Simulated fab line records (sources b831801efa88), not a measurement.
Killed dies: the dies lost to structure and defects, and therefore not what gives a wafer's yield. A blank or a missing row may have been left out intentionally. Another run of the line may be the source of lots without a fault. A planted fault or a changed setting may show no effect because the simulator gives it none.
Matching of chambers -- flow sky130 -- pecvd-02 running SKY_CONTACT_CVD_00: 3 sister chambers
The step deposits Si3N4, target thk 75 nm. 3 wafers are shown with their chamber, then 7 later ones without.

== WAFERS WITH THEIR CHAMBER ==
wafer,chamber,heater_power_outer_w (W)
L476.4,2,434
L478.1,0,422
L478.3,1,410

== WAFERS WHOSE CHAMBER IS MISSING ==
wafer,heater_power_outer_w (W)
L478.5,427
L483.1,443
L483.3,431
L483.6,462
L484.2,425
L484.4,431
L484.5,358

== THE CHAMBER EACH PASSED THROUGH ==
wafer,from the rows above,in truth
L478.5,can't be placed: 0 or 2 or 1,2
L483.1,can't be placed: 2 or 0 or 1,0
L483.3,can't be placed: 2 or 0 or 1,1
L483.6,can't be placed: 2 or 0 or 1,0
L484.2,can't be placed: 0 or 2 or 1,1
L484.4,can't be placed: 2 or 0 or 1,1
L484.5,can't be placed: 1 or 0 or 2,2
Correct placement for 0 of the 7. Not placeable from these rows: 7 (in 7, the candidates include the true chamber). 0 placed wrongly.
How it was worked out, from the rows above alone: a wafer's distance from a chamber is the root of the sum, over the readings, of the square of ((its reading less the chamber's mean) divided by the reading's scatter). If the next closest chamber is less than 2 further off than the closest, the wafer can't be placed; otherwise it belongs to the closest. The mean given for a chamber averages the wafers shown for that chamber. The scatter: with one shown wafer a chamber, the root of the mean of the squares of how far each hidden wafer lies from its nearest shown one.
